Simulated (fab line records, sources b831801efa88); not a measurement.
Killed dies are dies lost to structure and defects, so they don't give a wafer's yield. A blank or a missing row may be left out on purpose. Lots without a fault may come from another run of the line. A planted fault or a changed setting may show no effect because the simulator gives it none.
fab line records | flow sky130 | part 2 of 2: steps 28 to 37 of 37
record lots=5 wafers=15 last_day=49
route steps=708 shown SD_N@342 SD_P@359 RES_XHIGH@360 SALICIDE@361 LI_CONTACT@362
lots that met no fault: from a run of the same line without faults
start_h: hours from the record's first day to the start of the lot's first wafer shown | wait_h: hours since the lot's step before | " the same as in the row above | L1.1+2: a row that stands for several wafers | - no value, or no start given | * or withheld: withheld | < > ~ a bound
route shown NAME@n: a module of which the file shows steps, and the number in the route of the first | usual: mean/standard deviation of fault-free wafers | same: alike in all rows | chamber/n: place in a boat | sites: the reading at each site | _std_site: their standard deviation | _edge_site: outer sites' mean less inner sites' | radius_mm: how far each site lies from the wafer's centre | mask NAME#n: copy n | behind: the tool/chamber that last shaped the wafer | hold: why the lot was held/for how many hours/how that ended | device: the transistor (n, p or np) that didn't switch | end of line: the same wafers' tests at the end of the route | a step without rows: its recipe alone | killed: dies lost to structure and defects at the first sort, not the wafer's yield | map: a wafer's dies, x killed, . not, _ none there
set.NAME: the setting as run; set.NAME@STEP: as run at that earlier step | model.NAME: the simulator's own value behind a step, which no gauge read
lots at some steps of the route; a table a step, a row a wafer
services: from which hour (start_h, from the record's first day; less than 0 if before it) a tool's chamber was out of use, for how many hours, and why
## steps
# step SKY_LI_CONTACT_SOFTBAKE_08
# recipe temp_c=100 time_s=90 resist=KrF-thick
# usual exhaust_pa=44.9/0.91 heater_power_total_W=57.35/0.12
# columns lot.wafer tool chamber start_h wait_h exhaust_pa heater_power_total_W
L074.2 litho_track-01 0 - - 43.9 57.48
L074.3 " 0 " " 45.0 57.26
L074.5 " 0 " " 45.8 57.39
L083.1 litho_track-04 0 - - 45.1 57.47
L083.3 " 0 " " 45.5 57.51
L083.6 " 0 " " 44.2 57.53
L086.2 litho_track-03 0 - - 44.2 57.34
L086.5 " 0 " " 46.1 57.34
L086.6 " 0 " " 45.1 57.33
L088.1 litho_track-01 0 - - 46.7 57.32
L088.2 " 0 " " 46.2 57.22
L088.6 " 0 " " 45.0 57.40
L090.1 litho_track-01 0 - - 46.8 57.24
L090.2 " 0 " " 46.1 57.43
L090.6 " 0 " " 45.7 57.18
# step SKY_LI_CONTACT_EXPOSE_09
# recipe mask_id=LICM1 na=0.8 source_shape=annular sigma_inner=0.55 sigma_outer=0.85 target_cd_nm=170 dose_mj=38
# columns lot.wafer tool chamber start_h wait_h mask
L074.2+3+5 krf_scanner-02 0 - - LICM1#0
L083.1+3+6 krf_scanner-02 0 - - LICM1#0
L086.2+5+6 krf_scanner-01 0 - - LICM1#0
L088.1+2+6 krf_scanner-01 0 - - LICM1#0
L090.1+2+6 krf_scanner-02 0 - - LICM1#0
# step SKY_LI_CONTACT_PEB_10
# recipe peb_temp_c=withheld peb_time_s=withheld resist=KrF-thick
# usual exhaust_pa=45.0/0.86
# columns lot.wafer tool chamber start_h wait_h exhaust_pa
L074.2 litho_track-03 0 - - 45.6
L074.3 " 0 " " 43.7
L074.5 " 0 " " 44.8
L083.1 litho_track-04 0 - - 45.2
L083.3 " 0 " " 45.2
L083.6 " 0 " " 45.6
L086.2 litho_track-04 0 - - 44.4
L086.5 " 0 " " 43.8
L086.6 " 0 " " 42.8
L088.1 litho_track-01 0 - - 44.6
L088.2 " 0 " " 45.4
L088.6 " 0 " " 46.1
L090.1 litho_track-04 0 - - 45.5
L090.2 " 0 " " 46.5
L090.6 " 0 " " 45.4
# step SKY_LI_CONTACT_DEVELOP_11
# recipe develop_time_s=60 resist=KrF-thick dev_temp_c=21
# usual exhaust_pa=44.8/0.99
# columns lot.wafer tool chamber start_h wait_h exhaust_pa
L074.2 litho_track-03 0 - - 45.2
L074.3 " 0 " " 44.9
L074.5 " 0 " " 44.9
L083.1 litho_track-04 0 - - 45.7
L083.3 " 0 " " 44.7
L083.6 " 0 " " 44.9
L086.2 litho_track-04 0 - - 45.0
L086.5 " 0 " " 43.9
L086.6 " 0 " " 43.8
L088.1 litho_track-01 0 - - 46.6
L088.2 " 0 " " 45.7
L088.6 " 0 " " 45.0
L090.1 litho_track-04 0 - - 44.3
L090.2 " 0 " " 45.7
L090.6 " 0 " " 46.4
# step SKY_LI_CONTACT_CD_MEAS_12
# recipe target_cd_nm=170
# usual cd_nm=169.7/1.3
# columns lot.wafer tool chamber start_h wait_h cd_nm
L074.2 cd_sem-01 - 675.86 - 168.3
L074.3 " - " " 169.6
L074.5 " - " " 168.3
L083.1 cd_sem-01 - 743.57 - 169.6
L083.3 " - " " 171.8
L083.6 " - " " 170.7
L086.2 cd_sem-01 - 765.19 - 167.9
L086.5 " - " " 167.8
L086.6 " - " " 168.1
L088.1 cd_sem-01 - 781.84 - 168.5
L088.2 " - " " 168.7
L088.6 " - " " 168.3
L090.1 cd_sem-02 - 805.37 - 168.9
L090.2 " - " " 169.4
L090.6 " - " " 171.2
# step SKY_LI_CONTACT_OVL_MEAS_13
# usual LI_CONTACT_OVL=-2/5.2
# columns lot.wafer tool chamber start_h wait_h LI_CONTACT_OVL[nm]
L074.2 overlay-02 - 675.97 0.1 1
L074.3 " - " " -4
L074.5 " - " " 1
L083.1 overlay-02 - 743.69 0.1 -2
L083.3 " - " " 2
L083.6 " - " " -3
L086.2 overlay-02 - 765.30 0.1 3
L086.5 " - " " 4
L086.6 " - " " 1
L088.1 overlay-02 - 781.96 0.1 -6
L088.2 " - " " -2
L088.6 " - " " -7
L090.1 overlay-01 - 805.49 0.1 1
L090.2 " - " " 4
L090.6 " - " " 7
# step SKY_LI_CONTACT_ETCH_14
# recipe chemistry=N2/H2 target=BARC ion_energy_ev=200 source_w=500 bias_w=100 pressure_mtorr=30 n2_flow_sccm=100 h2_flow_sccm=200 stop_on=SiO2 time_s=45.9 target_depth_a=600
# usual drypump_motor_current_A=5.8/0.41 oes_product_au=0.855/0.0045 throttle_valve_pct=13.223/0.0088
# columns lot.wafer tool chamber start_h wait_h drypump_motor_current_A oes_product_au rf_hours_counter_h throttle_valve_pct
L074.2 rie_diel-02 3 676.00 0.0 5.8 0.857 10 13.205
L074.3 " 0 " " 5.8 0.859 58 13.223
L074.5 " 2 " " 6.2 0.855 - 13.224
L083.1 rie_diel-01 2 743.73 0.0 5.6 0.859 8 13.229
L083.3 " 0 " " 6.3 0.852 13 13.227
L083.6 " 0 " " 6.3 0.855 - 13.228
L086.2 rie_diel-01 3 765.33 0.0 5.4 0.853 9 13.233
L086.5 " 0 " " 6.4 0.851 - 13.238
L086.6 " 3 " " 5.4 0.856 - 13.219
L088.1 rie_diel-03 0 781.99 0.0 6.4 0.851 10 13.218
L088.2 " 3 " " 5.6 0.858 6 13.230
L088.6 " 3 " " 5.6 0.856 - 13.236
L090.1 rie_diel-01 2 805.53 0.0 5.5 0.855 9 13.220
L090.2 " 0 " " 6.4 0.853 15 13.225
L090.6 " 3 " " 5.4 0.857 - 13.222
# step SKY_LI_CONTACT_ETCH_15
# recipe target=PSG chemistry=C4F8/O2/Ar stop_on=Si taper_deg=4.15 mask_material=KrF-thick source_w=1500 bias_w=1200 pressure_mtorr=40 c4f8_flow_sccm=withheld O2_flow_sccm=6 Ar_flow_sccm=300 time_s=withheld target_depth_a=6000
# usual oes_product_au=0.838/0.0043
# columns lot.wafer tool chamber start_h wait_h oes_product_au
L074.2 rie_diel-02 3 676.04 0.0 0.840
L074.3 " 0 " " 0.842
L074.5 " 2 " " 0.844
L083.1 rie_diel-01 2 743.77 0.0 0.836
L083.3 " 0 " " 0.833
L083.6 " 0 " " 0.839
L086.2 rie_diel-01 3 765.37 0.0 0.831
L086.5 " 0 " " 0.834
L086.6 " 3 " " 0.834
L088.1 rie_diel-03 0 782.03 0.0 0.842
L088.2 " 3 " " 0.839
L088.6 " 3 " " 0.844
L090.1 rie_diel-01 2 805.57 0.0 0.832
L090.2 " 0 " " 0.835
L090.6 " 3 " " 0.836
# step SKY_LI_CONTACT_STRIP_16
# recipe chemistry=O2/N2 power_w=1400 pressure_mtorr=1500 platen_temp_c=withheld o2_flow_sccm=3000 n2_flow_sccm=300 overash_fraction=0.5
# usual drypump_motor_current_A=5.63/0.16 o2_flow_sccm=3001/8.8 oes_product_au=0.377/0.0041 strip_time_to_endpoint_s=3.519/0.03
# same overash_fraction=0.5
# columns lot.wafer tool chamber start_h wait_h drypump_motor_current_A o2_flow_sccm oes_product_au rf_hours_counter_h strip_time_to_endpoint_s
L074.2 plasma_asher-04 1 676.12 - 5.44 2996 0.377 56 3.527
L074.3 " 0 " " 5.67 3002 0.377 - 3.574
L074.5 " 0 " " 5.66 2996 0.372 - 3.535
L083.1 plasma_asher-04 0 743.85 - 5.68 3002 0.373 63 3.517
L083.3 " 0 " " 5.66 3009 0.376 - 3.509
L083.6 " 0 " " 5.67 2995 0.378 - 3.485
L086.2 plasma_asher-03 1 765.45 - 5.70 3006 0.379 32 3.499
L086.5 " 0 " " 5.65 3000 0.372 - 3.476
L086.6 " 1 " " 5.67 3016 0.375 - 3.520
L088.1 plasma_asher-03 0 782.12 - 5.63 2998 0.372 34 3.497
L088.2 " 1 " " 5.68 3000 0.375 34 3.495
L088.6 " 0 " " 5.62 2989 0.379 - 3.490
L090.1 plasma_asher-01 0 805.65 - 5.46 2989 0.377 6 3.549
L090.2 " 1 " " 5.96 3011 0.383 6 3.507
L090.6 " 1 " " 5.94 3006 0.377 - 3.548
# step SKY_LI_CONTACT_CLEAN_17
# recipe chemistry=NMP time_s=600 temp_c=60 dry=n2_spin
# columns lot.wafer tool chamber start_h wait_h
L074.2+3+5 wet_bench-02 1 676.22 0.1
L083.1+3+6 wet_bench-02 1 743.95 0.1
L086.2+5+6 wet_bench-01 3 765.55 0.1
L088.1+2+6 wet_bench-02 3 782.22 0.1
L090.1+2+6 wet_bench-01 0 805.94 0.3
## services
# columns tool chamber start_h hours kind
cmp-01 - 611.05 1.3 repair
rie_diel-01 - 615.23 10.0 pm
krf_scanner-02 - 616.41 1.0 pm
krf_scanner-02 - 628.59 12.5 repair
plasma_asher-01 - 631.76 2.6 repair
rie_diel-01 1 649.04 7.6 repair
hdpcvd-01 - 650.75 15.0 pm
hdpcvd-01 - 657.93 0.7 repair
hdpcvd-01 0 658.75 9.0 repair
rtp_anneal-01 - 663.99 3.0 pm
implanter-04 - 666.75 2.7 repair
wet_bench-02 - 668.62 1.9 pm
plasma_asher-01 - 675.36 2.1 repair
rie_diel-01 - 703.12 1.1 repair
rie_diel-01 2 732.04 2.0 repair
plasma_asher-01 - 733.75 9.0 pm
implanter-01 - 757.42 1.8 repair
implanter-04 - 762.79 1.9 repair
wet_bench-02 - 773.91 4.1 repair
rie_diel-01 1 775.84 1.4 repair
implanter-01 - 777.26 5.0 pm
hdpcvd-01 0 793.05 2.0 repair
plasma_asher-01 - 801.57 1.6 repair
hdpcvd-01 - 804.12 57.0 repair
